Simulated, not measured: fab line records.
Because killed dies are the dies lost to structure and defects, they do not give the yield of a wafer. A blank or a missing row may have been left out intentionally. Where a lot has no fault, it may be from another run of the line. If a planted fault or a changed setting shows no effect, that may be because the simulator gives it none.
A lot that was struck, set against a sound lot || flow sky130 || 19 out of 708 route steps
Sound: the wafers L372.1, L372.3, L372.6. Struck: wafer L363.1 (left out: L363.3, a lot-mate that was not struck); the cause follows at the end.
Order at every step that has rows: each side's tool, ch and its chambers, its first start. Under that, the readings that differ: sound wafers || struck wafers || difference of the means || sigmas: that difference in standard deviations of wafers without a fault.
alike: readings with means less than 2 such deviations apart, plus words and numbers identical on both sides. not compared: withheld readings, readings lacking a value on some wafer, bounds such as >300 that could conceal the same value, and numbers that have no deviation in the record and whose values overlap.
Wherever a step has rows on one side only, a row that says differs or no value, or a row with sigmas, the two part there. Numbers that have no deviation but don't overlap get no sigmas and don't part them. A reading missing from all wafers of one side parts the sides only when that side holds two or more wafers.

SKY_LI_CONTACT_THK_MEAS_23: measures by xrf.
  sound on film-metro-03, day 33 20:34; struck on film-metro-02, day 31 05:11
  alike: LI_CONTACT_W_THK
SKY_LI_CONTACT_CMP_24: polishes, stops on PSG, t overpolish 20 s, target thk 0 nm.
  sound on cmp-02 ch 0,2,3, day 33 20:40; struck on cmp-01 ch 2, day 31 05:14
  alike: motor-current-A, overpolish-run-s, platen-rpm, time-to-endpoint-s
SKY_LOCAL_INTERCONNECT_SPUTTER_00: material TiN, target thk 100 nm, time 83.3 s.
  sound on pvd-sputter-04, day 33 20:55; struck on pvd-sputter-04, day 31 05:32
  alike: susceptor-temp-C, throttle-valve-pct
SKY_LOCAL_INTERCONNECT_RS_MEAS_01: uses a four-point probe to measure.
  sound on film-metro-03, day 33 20:59; struck on film-metro-04, day 31 05:36
  alike: LOCAL_INTERCONNECT_TIN_RS
SKY_LOCAL_INTERCONNECT_THK_MEAS_02: measures by xrf.
  sound on film-metro-03, day 33 21:06; struck on film-metro-04, day 31 05:43
  alike: LOCAL_INTERCONNECT_TIN_THK
then, 7 steps without rows for these wafers: SKY_LOCAL_INTERCONNECT_DEHYDRATE_03 (time 60 s); SKY_LOCAL_INTERCONNECT_HMDS_04 (prime time 60 s); SKY_LOCAL_INTERCONNECT_COAT_05 (resist thk 60 nm); SKY_LOCAL_INTERCONNECT_COAT_06 (resist thk 450 nm); SKY_LOCAL_INTERCONNECT_SOFTBAKE_07 (time 90 s); SKY_LOCAL_INTERCONNECT_EXPOSE_08 (exposes mask LI1M, target cd 170 nm); SKY_LOCAL_INTERCONNECT_PEB_09.
SKY_LOCAL_INTERCONNECT_DEVELOP_10: develop time 60 s.
  sound on litho-track-04 ch 0, day 35 00:00; struck on litho-track-03 ch 0, day 32 09:00
SKY_LOCAL_INTERCONNECT_CD_MEAS_11: the cd target is 170 nm.
  sound on cd-sem-02, day 35 00:25; struck on cd-sem-01, day 32 09:10
{"reading": "cd-nm (nm)", "sound": "168.1 168.9 170.8", "struck": 180.9, "difference": "+11.6", "sigmas": "+8"}
SKY_LOCAL_INTERCONNECT_OVL_MEAS_12:
  sound on overlay-01, day 35 00:32; struck on overlay-01, day 32 09:17
  alike: LOCAL_INTERCONNECT_OVL
SKY_LOCAL_INTERCONNECT_ETCH_13: etches BARC in N2/H2, stops on SiO2, time 45.9 s, target depth 60 nm.
  sound on rie-metal-03 ch 0,1, day 35 00:34; struck on rie-metal-01 ch 0, day 32 09:19
{"reading": "drypump-motor-current-A (A)", "sound": "5.79 5.79 5.55", "struck": 5.30, "difference": -0.41, "sigmas": -2}
{"reading": "he-backside-leak-sccm (sccm)", "sound": "4.09 3.23 3.50", "struck": 3.25, "difference": -0.36, "sigmas": -2}
{"reading": "model.LOCAL_INTERCONNECT.cd-nm (nm)", "sound": "167.5 168.8 171", "struck": 180.9, "difference": "+11.8", "sigmas": ""}
  alike: oes-product-au, throttle-valve-pct
  not compared: rf-hours-counter-h
SKY_LOCAL_INTERCONNECT_METAL_ETCH_14: etches TiN in Cl2/BCl3, stops on PSG, target depth 110 nm, time 31.4 s.
  sound on rie-metal-03 ch 0,1, day 35 00:38; struck on rie-metal-01 ch 0, day 32 09:23
{"reading": "drypump-motor-current-A (A)", "sound": "5.80 5.78 5.53", "struck": 5.29, "difference": -0.41, "sigmas": -2}
{"reading": "model.LOCAL_INTERCONNECT.cd-nm (nm)", "sound": "165.9 167.3 172.7", "struck": 181.7, "difference": "+13.1", "sigmas": ""}
  alike: he-backside-leak-sccm, oes-product-au, throttle-valve-pct
  not compared: rf-hours-counter-h
SKY_LOCAL_INTERCONNECT_STRIP_15: strips in O2/N2.
  sound on plasma-asher-03 ch 0,1, day 35 00:41; struck on plasma-asher-03 ch 1, day 32 09:26
  alike: drypump-motor-current-A, oes-product-au, strip-time-to-endpoint-s
  not compared: rf-hours-counter-h
-- a jump in the record: the struck wafers' starts before and after are 15 days apart (it breaks off in module LOCAL_INTERCONNECT and resumes in module PAD_OPEN, where the first step shown is number 708 of the route) --
SKY_PAD_OPEN_PROBE_99:
  sound on prober-01, day 49 09:04; struck on prober-02, day 47 08:02
{"reading": "killed-at-front-end", "sound": "13 11 9", "struck": 21, "difference": "+10", "sigmas": "+3"}
{"reading": "killed-dies", "sound": "74 68 79", "struck": 93, "difference": "+19", "sigmas": "+2"}
  alike: killed_at_M0_to_M3, killed_at_M4_up, killed-at-contacts, killed-at-other, killed-on-rim, killed-open, killed-short
  not compared: model.etest.res-li.line-ohm-um

== WHERE THEY PART ==
Last at SKY_PAD_OPEN_PROBE_99 as far as this record goes, first at SKY_LOCAL_INTERCONNECT_CD_MEAS_11.

WHY: whatever the simulator had introduced
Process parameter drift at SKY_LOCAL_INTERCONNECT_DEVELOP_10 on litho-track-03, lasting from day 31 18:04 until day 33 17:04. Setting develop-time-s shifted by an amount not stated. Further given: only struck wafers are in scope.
